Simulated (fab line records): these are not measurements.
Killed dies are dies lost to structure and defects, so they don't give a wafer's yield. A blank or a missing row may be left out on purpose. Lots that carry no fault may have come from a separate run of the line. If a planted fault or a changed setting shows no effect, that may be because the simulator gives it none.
A lot that was struck, set against a sound lot -- flow sky130 -- 17 out of 708 route steps
Sound: these wafers, L619.3, L619.5, L619.6. Wafers L628.2, L628.4, L628.6 were the ones struck. At the end, the cause is stated.
Each step with rows lists, per side, the tool, then ch with its chambers, then its first start. Under that, the readings that differ: sound wafers -- struck wafers -- difference of the means -- sigmas: that difference in standard deviations of wafers without a fault.
alike: a reading whose means differ by less than 2 such deviations, as well as words and numbers matching on both sides. not compared: withheld readings; readings where some wafer has no value; bounds like >300 that might hide an equal value; numbers whose values overlap and for which the record gives no deviation.
A row with sigmas, a row that says differs or no value, or rows on one side alone: a step with any of these is where the two part. Numbers that don't overlap but have no deviation are shown without sigmas and don't part them. A reading that every wafer of one side lacks parts them only if that side has two wafers or more.

SKY_METAL4_SPUTTER_04: material TiN, target thk 70 nm, time 58.3 s.
  sound on pvdSputter-02, day 40 06:02; struck on pvdSputter-01, day 42 10:41
  alike: throttleValvePct
SKY_CAP2M_CVD_00: deposits SiO2, target thk 15.5 nm.
  sound on pecvd-03 ch 0,2, day 40 06:05; struck on pecvd-01 ch 0,2, day 42 10:44
  alike: heaterPowerW, susceptorTempC
SKY_CAP2M_THK_MEAS_01:
  sound on filmMetro-02, day 40 06:08; struck on filmMetro-04, day 42 10:46
  alike: CAP2M_CVD_00_THK
SKY_CAP2M_SPUTTER_02: material TiN, target thk 200 nm, time 166.7 s.
  sound on pvdSputter-03, day 40 06:10; struck on pvdSputter-03, day 42 10:49
  alike: substrateTempC, susceptorTempC, throttleValvePct
SKY_CAP2M_RS_MEAS_03: uses a four-point probe to measure.
  sound on filmMetro-03, day 40 06:19; struck on filmMetro-03, day 42 10:56
  alike: CAP2M_TIN_RS
SKY_CAP2M_THK_MEAS_04: measures by xrf.
  sound on filmMetro-03, day 40 06:25; struck on filmMetro-03, day 42 11:03
  alike: CAP2M_TIN_THK
then, 6 steps without rows for these wafers: SKY_CAP2M_DEHYDRATE_05 (time 60 s); SKY_CAP2M_HMDS_06 (prime time 60 s); SKY_CAP2M_COAT_07 (resist thk 1140 nm); SKY_CAP2M_SOFTBAKE_08 (time 60 s); SKY_CAP2M_EXPOSE_09 (exposes mask CAP2M, target cd 1000 nm); SKY_CAP2M_PEB_10.
SKY_CAP2M_DEVELOP_11: develop time 60 s.
  sound on lithoTrack-04 ch 0, day 41 05:51; struck on lithoTrack-04 ch 0, day 43 09:14
reading,sound,struck,difference,sigmas
developerTempC (C),23.06 23.00 23.18,25.32 25.27 25.35,+2.23,+19
SKY_CAP2M_OVL_MEAS_12:
  sound on overlay-01, day 41 05:58; struck on overlay-01, day 43 09:22
  alike: CAP2M_OVL
SKY_CAP2M_METAL_ETCH_13: etches TiN in Cl2/BCl3, stops on SiO2, target depth 220 nm, time 62.9 s.
  sound on rieMetal-01 ch 0,1, day 41 06:01; struck on rieMetal-03 ch 0,1, day 43 09:23
  alike: drypumpMotorCurrentA, oesProductAu, throttleValvePct
  not compared: rfHoursCounterH, model.CAP2M.cdNm
SKY_CAP2M_STRIP_14: strips in O2/N2.
  sound on plasmaAsher-01 ch 0,1, day 41 06:06; struck on plasmaAsher-01 ch 0,1, day 43 09:28
  alike: drypumpMotorCurrentA, oesProductAu, stripTimeToEndpointS
  not compared: rfHoursCounterH
-- the record jumps here: 5 days lie between the struck wafers' starts before and after (it left off in module CAP2M and takes up again in module PAD_OPEN, whose first step shown is number 708 of the route) --
SKY_PAD_OPEN_PROBE_99:
  sound on prober-02, day 46 01:39; struck on prober-01, day 47 23:59
reading,sound,struck,difference,sigmas
killedAtContacts,33 29 35,18 18 23,-13,-2
  alike: defectLimitedYield, killed_at_M0_to_M3, killed_at_M4_up, killedAtFrontEnd, killedAtOther, killedDies, killedOnRim, killedOpen, killedShort, sort_bin_3_pad_short, sort_bin_5_function, sort_bin_6_memory, sortNPass, sortYieldPct

## WHERE THEY PART
First at SKY_CAP2M_DEVELOP_11; last, within this record, at SKY_PAD_OPEN_PROBE_99.

WHY: whatever the simulator had introduced
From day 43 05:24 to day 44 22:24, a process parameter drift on lithoTrack-04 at SKY_CAP2M_DEVELOP_11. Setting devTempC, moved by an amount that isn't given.
